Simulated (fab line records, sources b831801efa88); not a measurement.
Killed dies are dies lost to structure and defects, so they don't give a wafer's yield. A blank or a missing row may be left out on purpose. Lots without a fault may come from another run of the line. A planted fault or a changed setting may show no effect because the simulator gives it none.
fab line records | flow sky130
record lots=7 wafers=21 last_day=50
route steps=708 shown SD_N@350 SD_P@359 RES_XHIGH@360 SALICIDE@361 LI_CONTACT@362 PAD_OPEN@708
lots that met no fault: from a run of the same line without faults
start_h: hours from the record's first day to the start of the lot's first wafer shown | wait_h: hours since the lot's step before | " the same as in the row above | L1.1+2: a row that stands for several wafers | - no value, or no start given | * or withheld: withheld | < > ~ a bound
route shown NAME@n: a module of which the file shows steps, and the number in the route of the first | usual: mean/standard deviation of fault-free wafers | same: alike in all rows | chamber/n: place in a boat | sites: the reading at each site | _std_site: their standard deviation | _edge_site: outer sites' mean less inner sites' | radius_mm: how far each site lies from the wafer's centre | mask NAME#n: copy n | behind: the tool/chamber that last shaped the wafer | hold: why the lot was held/for how many hours/how that ended | device: the transistor (n, p or np) that didn't switch | end of line: the same wafers' tests at the end of the route | a step without rows: its recipe alone | killed: dies lost to structure and defects at the first sort, not the wafer's yield | map: a wafer's dies, x killed, . not, _ none there
set.NAME: the setting as run; set.NAME@STEP: as run at that earlier step | model.NAME: the simulator's own value behind a step, which no gauge read
lots at some steps of the route; a table a step, a row a wafer
services: from which hour (start_h, from the record's first day; less than 0 if before it) a tool's chamber was out of use, for how many hours, and why
## steps
# step SKY_SD_N_OVL_MEAS_08
# usual SD_N_OVL=1.2/1.6
# columns lot.wafer tool chamber start_h wait_h SD_N_OVL[nm]
L409.2 overlay-02 - 662.47 0.1 -1.3
L409.4 " - " " -1.9
L409.5 " - " " -0.7
L410.1 overlay-01 - 662.76 0.1 -0.3
L410.3 " - " " 0.8
L410.4 " - " " 1.9
L423.1 overlay-01 - 758.21 0.1 -2.4
L423.2 " - " " 1.0
L423.5 " - " " -1.0
L425.1 overlay-01 - 775.32 0.1 -1.0
L425.5 " - " " -1.1
L425.6 " - " " -1.0
L426.1 overlay-02 - 780.80 0.1 3.2
L426.3 " - " " 0.8
L426.5 " - " " 0.4
L429.1 overlay-01 - 812.01 0.1 -0.4
L429.2 " - " " 1.9
L429.5 " - " " 1.6
L430.3 overlay-02 - 826.77 0.1 0.2
L430.4 " - " " 0.3
L430.5 " - " " 1.6
# step SKY_SD_N_IMPLANT_09
# recipe species=As energy_kev=50 dose_cm2=4e+15 tilt_deg=0
# step SKY_SD_N_IMPLANT_10
# recipe species=P energy_kev=20 dose_cm2=1e+14 tilt_deg=0
# step SKY_SD_N_STRIP_11
# recipe chemistry=O2/N2 power_w=1400 pressure_mtorr=1500 platen_temp_c=withheld o2_flow_sccm=3000 n2_flow_sccm=300 overash_fraction=0.5
# usual drypump_motor_current_A=5.8/0.46 oes_product_au=0.528/0.0046 strip_time_to_endpoint_s=22.55/0.045
# same overash_fraction=0.5
# columns lot.wafer tool chamber start_h wait_h drypump_motor_current_A oes_product_au rf_hours_counter_h strip_time_to_endpoint_s
L409.2 plasma_asher-03 1 662.80 0.1 6.1 0.530 95 22.61
L409.4 " 1 " " 6.1 0.530 - 22.59
L409.5 " 1 " " 6.1 0.529 - 22.59
L410.1 plasma_asher-02 1 663.10 0.1 6.1 0.528 53 22.54
L410.3 " 0 " " 5.0 0.529 - 22.54
L410.4 " 1 " " 6.1 0.538 - 22.55
L423.1 plasma_asher-03 0 758.55 0.1 5.2 0.527 1 22.56
L423.2 " 1 " " 6.1 0.535 1 22.56
L423.5 " 0 " " 5.2 0.524 - 22.51
L425.1 plasma_asher-02 1 775.66 0.1 6.1 0.524 64 22.65
L425.5 " 0 " " 5.0 0.536 - 22.61
L425.6 " 1 " " 6.1 0.529 - 22.62
L426.1 plasma_asher-02 0 781.14 0.1 5.0 0.530 65 22.59
L426.3 " 0 " " 5.0 0.531 - 22.56
L426.5 " 0 " " 5.0 0.526 - 22.57
L429.1 plasma_asher-01 0 812.35 0.1 6.3 0.522 39 22.59
L429.2 " 1 " " 5.7 0.531 39 22.58
L429.5 " 1 " " 5.7 0.518 - 22.57
L430.3 plasma_asher-03 0 827.13 0.1 5.2 0.523 - 22.62
L430.4 " 1 " " 6.1 0.523 - 22.60
L430.5 " 0 " " 5.2 0.531 - 22.66
# step SKY_SD_N_TW_MEAS_12
# usual SD_N_TW=3999/53
# columns lot.wafer tool chamber start_h wait_h SD_N_TW
L409.2 film_metro-01 - 662.91 0.1 4062
L409.4 " - " " 4060
L409.5 " - " " 4067
L410.1 film_metro-01 - 663.20 0.1 4070
L410.3 " - " " 4091
L410.4 " - " " 4084
L423.1 film_metro-04 - 758.65 0.1 4027
L423.2 " - " " 4003
L423.5 " - " " 4008
L425.1 film_metro-03 - 775.76 0.1 3907
L425.5 " - " " 3919
L425.6 " - " " 3905
L426.1 film_metro-04 - 781.24 0.1 4001
L426.3 " - " " 4011
L426.5 " - " " 4005
L429.1 film_metro-04 - 812.45 0.1 3985
L429.2 " - " " 3993
L429.5 " - " " 3989
L430.3 film_metro-04 - 827.22 0.1 4009
L430.4 " - " " 4006
L430.5 " - " " 3981
# step SKY_SD_N_CLEAN_13
# recipe chemistry=SC1/SC2 mix=1:4:20 temp_c=70 time_s=150 dry=n2_spin
# step SKY_SD_N_RTA_14
# recipe temp_c=1075 time_s=2 idle_temp_c=650 ramp_up_c_per_s=150 ramp_down_c_per_s=90 ambient=N2
# usual lamp_power_pct=15.72/0.054 wafer_temp_C_max=1078.0/1.4
# columns lot.wafer tool chamber start_h wait_h lamp_power_pct wafer_temp_C_max
L409.2 rtp_anneal-02 0 663.01 0.0 15.73 1077.1
L409.4 " 0 " " 15.64 1077.1
L409.5 " 0 " " 15.64 1081.3
L410.1 rtp_anneal-01 0 663.31 0.0 15.71 1076.8
L410.3 " 0 " " 15.75 1077.2
L410.4 " 0 " " 15.71 1077.3
L423.1 rtp_anneal-02 0 758.76 0.0 15.77 1078.8
L423.2 " 0 " " 15.83 1078.2
L423.5 " 0 " " 15.75 1080.0
L425.1 rtp_anneal-02 0 775.87 0.0 15.64 1078.4
L425.5 " 0 " " 15.75 1077.8
L425.6 " 0 " " 15.79 1076.1
L426.1 rtp_anneal-01 0 781.35 0.0 15.84 1078.2
L426.3 " 0 " " 15.76 1078.2
L426.5 " 0 " " 15.72 1079.5
L429.1 rtp_anneal-02 0 812.56 0.0 15.76 1077.5
L429.2 " 0 " " 15.63 1077.1
L429.5 " 0 " " 15.68 1078.0
L430.3 rtp_anneal-01 0 827.32 0.0 15.70 1077.8
L430.4 " 0 " " 15.74 1079.7
L430.5 " 0 " " 15.66 1078.5
# step SKY_SD_N_RS_MEAS_16
# recipe thk_meas_gauge=four-point-probe
# usual SD_N_RS=68.52/0.11
# columns lot.wafer tool chamber start_h wait_h SD_N_RS[ohm/sq]
L409.2 film_metro-03 - 663.20 0.1 68.59
L409.4 " - " " 68.46
L409.5 " - " " 68.61
L410.1 film_metro-04 - 663.48 0.1 68.36
L410.3 " - " " 68.58
L410.4 " - " " 68.54
L423.1 film_metro-01 - 758.93 0.1 68.57
L423.2 " - " " 68.40
L423.5 " - " " 68.50
L425.1 film_metro-04 - 776.04 0.1 68.56
L425.5 " - " " 68.47
L425.6 " - " " 68.60
L426.1 film_metro-01 - 781.52 0.1 68.66
L426.3 " - " " 68.61
L426.5 " - " " 68.57
L429.1 film_metro-01 - 812.76 0.1 68.67
L429.2 " - " " 68.84
L429.5 " - " " 68.58
L430.3 film_metro-03 - 827.52 0.1 68.77
L430.4 " - " " 68.67
L430.5 " - " " 68.48
# step SKY_SD_N_RS_MEAS_17
# recipe thk_meas_gauge=four-point-probe
# usual SD_P_RS=147.0/0.4
# columns lot.wafer tool chamber start_h wait_h SD_P_RS[ohm/sq]
L409.2 film_metro-03 - 663.32 0.1 146.7
L409.4 " - " " 147.4
L409.5 " - " " 146.9
L410.1 film_metro-04 - 663.60 0.1 146.9
L410.3 " - " " 146.7
L410.4 " - " " 147.3
L423.1 film_metro-01 - 759.05 0.1 147.1
L423.2 " - " " 146.9
L423.5 " - " " 147.3
L425.1 film_metro-04 - 776.16 0.1 147.4
L425.5 " - " " 147.1
L425.6 " - " " 147.9
L426.1 film_metro-01 - 781.64 0.1 147.6
L426.3 " - " " 147.7
L426.5 " - " " 147.7
L429.1 film_metro-01 - 812.88 0.1 147.6
L429.2 " - " " 147.6
L429.5 " - " " 147.8
L430.3 film_metro-03 - 827.64 0.1 147.5
L430.4 " - " " 148.0
L430.5 " - " " 147.3
# step SKY_SD_N_RS_MEAS_18
# recipe thk_meas_gauge=four-point-probe
# usual RES_XHIGH_RS=333.2/1
# columns lot.wafer tool chamber start_h wait_h RES_XHIGH_RS[ohm/sq]
L409.2 film_metro-03 - 663.44 0.1 332.6
L409.4 " - " " 332.8
L409.5 " - " " 332.7
L410.1 film_metro-04 - 663.72 0.1 333.2
L410.3 " - " " 334.7
L410.4 " - " " 334.5
L423.1 film_metro-01 - 759.17 0.1 333.3
L423.2 " - " " 333.2
L423.5 " - " " 333.5
L425.1 film_metro-04 - 776.28 0.1 331.6
L425.5 " - " " 332.5
L425.6 " - " " 333.2
L426.1 film_metro-01 - 781.76 0.1 331.9
L426.3 " - " " 333.2
L426.5 " - " " 333.8
L429.1 film_metro-01 - 813.00 0.1 332.9
L429.2 " - " " 333.1
L429.5 " - " " 333.6
L430.3 film_metro-03 - 827.76 0.1 333.3
L430.4 " - " " 332.9
L430.5 " - " " 332.9
# step SKY_SALICIDE_CLEAN_00
# recipe chemistry=HF-last time_s=30 dilution=100:1 dry=ipa_marangoni
# step SKY_LI_CONTACT_HDPCVD_00
# recipe material=PSG target_thk_nm=930 sigma_open_frac=0.3 time_s=155 temp_c=600 sih4_flow_sccm=62.43 pressure_mtorr=6
# columns lot.wafer tool chamber start_h wait_h
L409.2+4+5 hdpcvd-01 2,1,2 663.56 0.0
L410.1+3+4 hdpcvd-01 0,2,2 663.86 0.0
L423.1+2+5 hdpcvd-01 1,0,2 759.31 0.0
L425.1+5+6 hdpcvd-01 1,0,2 776.42 0.0
L426.1+3+5 hdpcvd-01 2,1,2 781.90 0.0
L429.1+2+5 hdpcvd-02 2,1,1 813.14 0.0
L430.3+4+5 hdpcvd-02 0,2,1 827.86 0.0
# step SKY_LI_CONTACT_THK_MEAS_01
# recipe reads=PSG_of_LI_CONTACT_HDPCVD_00
# usual LI_CONTACT_HDPCVD_THK=965/10
# columns lot.wafer tool chamber start_h wait_h LI_CONTACT_HDPCVD_THK[nm]
L409.2 film_metro-03 - 663.67 0.1 982
L409.4 " - " " 972
L409.5 " - " " 982
L410.1 film_metro-03 - 663.96 0.1 966
L410.3 " - " " 956
L410.4 " - " " 963
L423.1 film_metro-03 - 759.41 0.1 830
L423.2 " - " " 840
L423.5 " - " " 834
L425.1 film_metro-01 - 776.52 0.1 830
L425.5 " - " " 812
L425.6 " - " " 826
L426.1 film_metro-03 - 782.00 0.1 836
L426.3 " - " " 826
L426.5 " - " " 833
L429.1 film_metro-04 - 813.24 0.1 981
L429.2 " - " " 959
L429.5 " - " " 955
L430.3 film_metro-04 - 827.98 0.1 953
L430.4 " - " " 966
L430.5 " - " " 955
# step SKY_LI_CONTACT_CMP_02
# recipe material=PSG down_force_psi=4 platen_rpm=60 pad_velocity_m_s=0.94248
# usual motor_current_A=11.7/1.2 slurry_filter_dp_kPa=13.51/0.15 slurry_flow_ml_min=149.9/0.44 time_to_endpoint_s=36.6/2.7
# columns lot.wafer tool chamber start_h wait_h motor_current_A slurry_filter_dp_kPa slurry_flow_ml_min time_to_endpoint_s
L409.4 cmp-01 0 663.72 0.0 12.4 13.45 150.1 39.1
L409.2 " 1 " " 10.5 13.44 149.2 34.5
L409.5 " 0 " " 12.5 13.39 150.7 37.4
L410.3 cmp-02 1 664.02 0.0 12.1 13.64 149.9 34.3
L410.4 " 2 " " 10.6 13.33 148.9 38.8
L410.1 " 3 " " 13.5 13.41 150.0 39.0
L423.1 cmp-01 0 759.52 0.1 12.7 13.33 150.5 37.2
L423.2 " 2 " " 11.2 13.39 149.7 39.6
L423.5 " 0 " " 12.7 13.55 150.3 36.1
L425.1 cmp-01 3 776.58 0.1 11.9 13.37 150.0 35.9
L425.6 " 3 " " 12.1 13.71 149.8 37.6
L425.5 " 0 " " 11.9 13.51 149.5 35.8
L426.3 cmp-02 3 782.06 0.0 14.4 13.89 150.4 37.4
L426.1 " 1 " " 11.9 13.36 150.4 36.9
L426.5 " 0 " " 9.5 13.67 149.9 36.4
L429.1 cmp-01 3 813.30 0.1 12.6 13.44 149.8 37.7
L429.2 " 0 " " 13.1 13.36 150.1 35.3
L429.5 " 3 " " 12.7 13.58 150.0 33.5
L430.4 cmp-02 3 828.02 0.0 13.8 13.62 150.1 41.1
L430.3 " 2 " " 10.5 13.47 150.6 35.8
L430.5 " 3 " " 14.2 13.60 150.2 41.7
# step SKY_LI_CONTACT_BOW_MEAS_03
# recipe mode=bow
# usual LI_CONTACT_BOW=58/6.4
# columns lot.wafer tool chamber start_h wait_h LI_CONTACT_BOW[um]
L409.2 film_metro-04 - 664.04 0.2 55
L409.4 " - " " 62
L409.5 " - " " 51
L410.1 film_metro-01 - 664.32 0.1 49
L410.3 " - " " 59
L410.4 " - " " 60
L423.1 film_metro-03 - 759.77 0.2 52
L423.2 " - " " 39
L423.5 " - " " 58
L425.1 film_metro-01 - 776.88 0.2 65
L425.5 " - " " 58
L425.6 " - " " 57
L426.1 film_metro-04 - 782.36 0.1 54
L426.3 " - " " 54
L426.5 " - " " 63
L429.1 film_metro-04 - 813.60 0.2 50
L429.2 " - " " 54
L429.5 " - " " 67
L430.3 film_metro-01 - 828.36 0.1 59
L430.4 " - " " 61
L430.5 " - " " 60
# step SKY_LI_CONTACT_DEHYDRATE_04
# recipe temp_c=200 time_s=60
# step SKY_LI_CONTACT_HMDS_05
# recipe prime_time_s=60 prime_temp_c=120
# step SKY_LI_CONTACT_COAT_06
# recipe resist=BARC temp_c=withheld time_s=withheld spin_rpm=3000 resist_thk_nm=60
# step SKY_LI_CONTACT_COAT_07
# recipe resist=KrF-thick spin_rpm=3000 resist_thk_nm=450
# step SKY_LI_CONTACT_SOFTBAKE_08
# recipe temp_c=100 time_s=90 resist=KrF-thick
# step SKY_LI_CONTACT_EXPOSE_09
# recipe mask_id=LICM1 na=0.8 source_shape=annular sigma_inner=0.55 sigma_outer=0.85 target_cd_nm=170 dose_mj=38
# step SKY_LI_CONTACT_PEB_10
# recipe peb_temp_c=withheld peb_time_s=withheld resist=KrF-thick
# step SKY_LI_CONTACT_DEVELOP_11
# recipe develop_time_s=60 resist=KrF-thick dev_temp_c=21
# step SKY_LI_CONTACT_CD_MEAS_12
# recipe target_cd_nm=170
# usual cd_nm=169.6/1.4
# columns lot.wafer tool chamber start_h wait_h cd_nm
L409.2 cd_sem-01 - 692.46 - 169.6
L409.4 " - " " 168.4
L409.5 " - " " 169.7
L410.1 cd_sem-01 - 692.79 - 167.0
L410.3 " - " " 166.6
L410.4 " - " " 167.0
L423.1 cd_sem-01 - 786.98 - 171.7
L423.2 " - " " 171.4
L423.5 " - " " 172.4
L425.1 cd_sem-02 - 803.23 - 169.1
L425.5 " - " " 170.3
L425.6 " - " " 170.3
L426.1 cd_sem-01 - 807.93 - 169.7
L426.3 " - " " 170.1
L426.5 " - " " 169.4
L429.1 cd_sem-01 - 839.74 - 168.6
L429.2 " - " " 167.8
L429.5 " - " " 167.6
L430.3 cd_sem-02 - 854.52 - 169.5
L430.4 " - " " 167.3
L430.5 " - " " 167.6
# step SKY_LI_CONTACT_OVL_MEAS_13
# usual LI_CONTACT_OVL=-1/4.9
# columns lot.wafer tool chamber start_h wait_h LI_CONTACT_OVL[nm]
L409.2 overlay-02 - 692.57 0.1 5
L409.4 " - " " -3
L409.5 " - " " -2
L410.1 overlay-02 - 692.91 0.1 3
L410.3 " - " " -5
L410.4 " - " " 0
L423.1 overlay-01 - 787.10 0.1 -4
L423.2 " - " " -4
L423.5 " - " " -6
L425.1 overlay-02 - 803.35 0.1 -1
L425.5 " - " " 0
L425.6 " - " " -6
L426.1 overlay-02 - 808.05 0.1 5
L426.3 " - " " 3
L426.5 " - " " -5
L429.1 overlay-02 - 839.86 0.1 -1
L429.2 " - " " -6
L429.5 " - " " 1
L430.3 overlay-01 - 854.61 0.1 2
L430.4 " - " " 8
L430.5 " - " " -4
# step SKY_LI_CONTACT_ETCH_14
# recipe chemistry=N2/H2 target=BARC ion_energy_ev=200 source_w=500 bias_w=100 pressure_mtorr=30 n2_flow_sccm=100 h2_flow_sccm=200 stop_on=SiO2 time_s=45.9 target_depth_a=600
# usual drypump_motor_current_A=5.6/0.63 oes_product_au=0.854/0.0051 throttle_valve_pct=13.224/0.0076
# columns lot.wafer tool chamber start_h wait_h drypump_motor_current_A oes_product_au rf_hours_counter_h throttle_valve_pct
L409.2 rie_diel-04 0 692.60 0.0 5.7 0.859 1 13.229
L409.4 " 3 " " 5.9 0.853 10 13.228
L409.5 " 3 " " 5.9 0.848 - 13.220
L410.1 rie_diel-02 0 692.95 0.0 4.8 0.856 0 13.214
L410.3 " 2 " " 5.4 0.862 45 13.230
L410.4 " 3 " " 4.7 0.859 - 13.209
L423.1 rie_diel-04 3 787.13 0.0 5.9 0.852 12 13.217
L423.2 " 2 " " 6.5 0.852 9 13.236
L423.5 " 1 " " 6.2 0.850 - 13.230
L425.1 rie_diel-04 0 803.38 0.0 5.7 0.854 4 13.230
L425.5 " 0 " " 5.7 0.852 - 13.239
L425.6 " 1 " " 6.2 0.850 - 13.223
L426.1 rie_diel-04 3 808.08 0.0 5.9 0.852 13 13.227
L426.3 " 1 " " 6.2 0.865 7 13.228
L426.5 " 1 " " 6.2 0.853 - 13.229
L429.1 rie_diel-04 1 839.90 0.0 6.2 0.854 8 13.227
L429.2 " 0 " " 5.7 0.849 5 13.235
L429.5 " 2 " " 6.5 0.856 - 13.220
L430.3 rie_diel-02 3 854.63 0.0 4.7 0.860 3 13.236
L430.4 " 2 " " 5.4 0.845 2 13.229
L430.5 " 1 " " 6.5 0.854 - 13.210
# step SKY_LI_CONTACT_ETCH_15
# recipe target=PSG chemistry=C4F8/O2/Ar stop_on=Si taper_deg=4.15 mask_material=KrF-thick source_w=1500 bias_w=1200 pressure_mtorr=40 c4f8_flow_sccm=withheld O2_flow_sccm=6 Ar_flow_sccm=300 time_s=withheld target_depth_a=6000
# usual oes_product_au=0.837/0.0044
# columns lot.wafer tool chamber start_h wait_h oes_product_au
L409.2 rie_diel-04 0 692.64 0.0 0.835
L409.4 " 3 " " 0.837
L409.5 " 3 " " 0.837
L410.1 rie_diel-02 0 692.99 0.0 0.842
L410.3 " 2 " " 0.841
L410.4 " 3 " " 0.843
L423.1 rie_diel-04 3 787.18 0.0 0.730
L423.2 " 2 " " 0.741
L423.5 " 1 " " 0.733
L425.1 rie_diel-04 0 803.43 0.0 0.733
L425.5 " 0 " " 0.730
L425.6 " 1 " " 0.726
L426.1 rie_diel-04 3 808.13 0.0 0.732
L426.3 " 1 " " 0.733
L426.5 " 1 " " 0.734
L429.1 rie_diel-04 1 839.94 0.0 0.834
L429.2 " 0 " " 0.833
L429.5 " 2 " " 0.844
L430.3 rie_diel-02 3 854.68 0.0 0.838
L430.4 " 2 " " 0.831
L430.5 " 1 " " 0.839
# step SKY_LI_CONTACT_STRIP_16
# recipe chemistry=O2/N2 power_w=1400 pressure_mtorr=1500 platen_temp_c=withheld o2_flow_sccm=3000 n2_flow_sccm=300 overash_fraction=0.5
# usual drypump_motor_current_A=5.4/0.48 oes_product_au=0.375/0.0047 strip_time_to_endpoint_s=3.46/0.037
# same overash_fraction=0.5
# columns lot.wafer tool chamber start_h wait_h drypump_motor_current_A oes_product_au rf_hours_counter_h strip_time_to_endpoint_s
L409.2 plasma_asher-04 1 692.72 - 5.2 0.380 88 3.39
L409.4 " 0 " " 5.0 0.371 - 3.46
L409.5 " 0 " " 5.0 0.376 - 3.42
L410.1 plasma_asher-03 0 693.07 - 5.2 0.373 98 3.49
L410.3 " 1 " " 6.1 0.371 - 3.49
L410.4 " 0 " " 5.2 0.375 - 3.52
L423.1 plasma_asher-03 1 787.26 - 6.1 0.378 4 3.48
L423.2 " 0 " " 5.2 0.371 4 3.47
L423.5 " 1 " " 6.1 0.371 - 3.47
L425.1 plasma_asher-02 0 803.51 - 5.0 0.376 67 3.40
L425.5 " 1 " " 6.1 0.365 - 3.39
L425.6 " 0 " " 5.0 0.372 - 3.44
L426.1 plasma_asher-02 0 808.21 - 5.0 0.378 68 3.47
L426.3 " 0 " " 5.0 0.367 - 3.47
L426.5 " 1 " " 6.1 0.372 - 3.47
L429.1 plasma_asher-02 0 840.02 - 5.0 0.371 72 3.46
L429.2 " 1 " " 6.1 0.362 72 3.40
L429.5 " 0 " " 5.0 0.372 - 3.46
L430.3 plasma_asher-02 0 854.80 - 5.0 0.378 - 3.47
L430.4 " 1 " " 6.1 0.379 - 3.53
L430.5 " 0 " " 5.0 0.370 - 3.45
# step SKY_PAD_OPEN_PROBE_99
# usual killed_at_M0_to_M3=45/6.8 killed_at_M4_up=3.1/2 killed_at_contacts=23/5.2 killed_at_front_end=14/3.7 killed_at_other=0.3/0.61 killed_dies=86/9 killed_on_rim=17/3.9 killed_open=46/6.9 killed_short=39/6.4
# same gross_dies=492 killed_at_back_side=0
# columns lot.wafer tool chamber start_h wait_h killed_at_M0_to_M3 killed_at_M4_up killed_at_contacts killed_at_front_end killed_at_other killed_dies killed_on_rim killed_open killed_short
L409.2 prober-01 - 1085.48 0.1 36 0 26 13 0 75 10 42 33
L409.4 prober-01 - 1085.58 0.2 34 2 19 11 0 66 10 35 31
L409.5 prober-01 - 1085.63 0.2 44 3 28 4 1 80 14 44 36
L423.1 prober-01 - 1153.76 0.1 52 2 17 19 0 90 17 50 39
L423.2 prober-01 - 1153.81 0.1 52 3 27 12 0 94 22 38 52
L423.5 prober-01 - 1153.96 0.2 46 3 28 16 1 94 24 50 41
L425.1 prober-01 - 1165.30 0.1 50 4 24 22 0 100 25 55 44
L425.5 prober-01 - 1165.50 0.2 44 3 32 20 0 99 24 60 37
L425.6 prober-01 - 1165.55 0.2 43 3 31 14 0 91 13 54 35
L426.1 prober-02 - 1167.19 0.1 40 0 27 15 1 83 23 46 32
L426.3 prober-02 - 1167.29 0.2 51 2 28 17 0 98 15 55 42
L426.5 prober-02 - 1167.39 0.2 48 3 28 17 0 96 26 51 42
# killed by level:class
L409.2 LI_CONTACT:geometric_particle:open=10 VIA1:geometric_particle:open=9 CONTACT:geometric_particle:open=8 VIA1:geometric_particle:short=6 METAL1:geometric_particle:short=5 FIELD_ISO:geometric_particle:open=4 FIELD_ISO:geometric_particle:short=4 METAL3:geometric_particle:short=4
L409.4 VIA1:geometric_particle:open=10 CONTACT:geometric_particle:open=7 CONTACT:geometric_particle:short=4 METAL1:geometric_particle:short=4 VIA2:geometric_particle:open=4 FIELD_ISO:geometric_particle:open=3 POLY_GATE:geometric_particle:open=3 VIA2:geometric_particle:short=3
L409.5 VIA1:geometric_particle:open=13 CONTACT:geometric_particle:open=11 LI_CONTACT:geometric_particle:open=7 LOCAL_INTERCONNECT:geometric_particle:short=7 VIA1:geometric_particle:short=6 VIA3:geometric_particle:short=6 VIA2:geometric_particle:open=5 METAL1:geometric_particle:short=4
L423.1 VIA3:geometric_particle:open=9 VIA1:geometric_particle:open=8 CONTACT:geometric_particle:open=7 VIA2:geometric_particle:open=7 FIELD_ISO:geometric_particle:short=5 METAL2:geometric_particle:short=5 METAL3:geometric_particle:short=5 FIELD_ISO:geometric_particle:open=4
L423.2 VIA1:geometric_particle:open=12 VIA1:geometric_particle:short=11 CONTACT:geometric_particle:open=8 METAL1:geometric_particle:short=8 LOCAL_INTERCONNECT:geometric_particle:short=7 VIA3:geometric_particle:open=5 LI_CONTACT:geometric_particle:open=4 VIA2:geometric_particle:open=4
L423.5 VIA1:geometric_particle:open=12 CONTACT:geometric_particle:open=8 VIA2:geometric_particle:open=8 CONTACT:geometric_particle:short=7 METAL1:geometric_particle:short=7 VIA3:geometric_particle:open=7 METAL2:geometric_particle:short=6 FIELD_ISO:geometric_particle:short=5
L425.1 METAL2:geometric_particle:short=10 LI_CONTACT:geometric_particle:open=9 FIELD_ISO:geometric_particle:open=8 VIA3:geometric_particle:open=8 CONTACT:geometric_particle:open=6 METAL1:geometric_particle:short=6 VIA2:geometric_particle:open=6 VIA1:geometric_particle:open=6
L425.5 VIA1:geometric_particle:open=12 CONTACT:geometric_particle:open=11 LI_CONTACT:geometric_particle:open=8 VIA3:geometric_particle:open=7 POLY_GATE:geometric_particle:open=5 CONTACT:geometric_particle:short=5 VIA2:geometric_particle:open=5 FIELD_ISO:geometric_particle:open=4
L425.6 CONTACT:geometric_particle:open=13 VIA1:geometric_particle:open=12 LI_CONTACT:geometric_particle:open=8 METAL2:geometric_particle:short=7 VIA2:geometric_particle:open=6 VIA3:geometric_particle:open=5 FIELD_ISO:geometric_particle:open=4 METAL1:geometric_particle:short=4
L426.1 CONTACT:geometric_particle:open=11 VIA1:geometric_particle:open=10 METAL2:geometric_particle:short=9 VIA2:geometric_particle:open=6 LI_CONTACT:geometric_particle:open=5 LI_CONTACT:area_hdpcvd=5 FIELD_ISO:geometric_particle:open=4 POLY_GATE:geometric_particle:open=4
L426.3 CONTACT:geometric_particle:open=11 VIA3:geometric_particle:short=10 VIA3:geometric_particle:open=10 LI_CONTACT:geometric_particle:open=8 FIELD_ISO:geometric_particle:short=7 VIA2:geometric_particle:open=7 VIA1:geometric_particle:open=7 POLY_GATE:geometric_particle:open=4
L426.5 CONTACT:geometric_particle:open=13 VIA1:geometric_particle:open=12 METAL1:geometric_particle:short=7 VIA2:geometric_particle:open=6 VIA3:geometric_particle:open=6 VIA3:geometric_particle:short=5 LI_CONTACT:geometric_particle:open=4 METAL2:geometric_particle:short=4
## services
# columns tool chamber start_h hours kind
hdpcvd-02 0 639.73 13.3 repair
cmp-01 - 642.04 2.3 repair
hdpcvd-01 - 645.69 0.8 repair
plasma_asher-04 - 646.79 14.6 pm
hdpcvd-02 - 650.75 15.0 pm
rie_diel-04 - 664.16 1.2 repair
rie_diel-02 1 690.14 5.1 repair
cmp-02 - 693.81 6.5 pm
hdpcvd-01 - 703.27 2.8 pm
cmp-02 - 710.57 4.5 repair
hdpcvd-01 - 715.31 5.5 pm
cmp-01 - 721.15 1.1 repair
cmp-02 - 727.10 2.1 repair
plasma_asher-03 - 733.75 9.0 pm
rie_diel-02 - 738.15 0.9 repair
cmp-02 - 744.00 4.0 pm
rie_diel-04 2 750.60 20.0 repair
rie_diel-02 1 754.77 3.0 repair
rie_diel-04 - 758.74 0.9 repair
hdpcvd-02 0 795.19 4.0 repair
cmp-01 - 798.30 0.3 repair
plasma_asher-03 - 799.04 25.4 pm
cmp-02 - 825.05 0.8 repair
plasma_asher-02 - 847.10 3.0 repair
## key
first_sign step=SKY_LI_CONTACT_THK_MEAS_01 reading=LI_CONTACT_HDPCVD_THK direction=down sigmas=13 usual=965 struck=830
effect step=SKY_LI_CONTACT_ETCH_15 reading=oes_product_au direction=down sigmas=24 usual=0.837 struck=0.733
met_at SKY_LI_CONTACT_HDPCVD_00
struck_wafers L423.1,L423.2,L423.5,L425.1,L425.5,L425.6,L426.1,L426.3,L426.5
tester_left_out L423,L425,L426
onset_between 663.86 759.31
fault kind=site_profile_drift tool=hdpcvd-01 chamber=- onset_h=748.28 steps=SKY_LI_CONTACT_HDPCVD_00 basis=fraction max_abs_drift=0.31284 slope_share_per_hr=69.521 site_pattern=0,0,0,0,0,-1,-1,-1,-1
# tester_left_out: of these lots the tester's yield and bins aren't shown, on N5 and GAA mostly nor the transistor test; their killed dies are dies lost to structure and defects alone, not to doping, threshold or leakage, so they don't give the yield
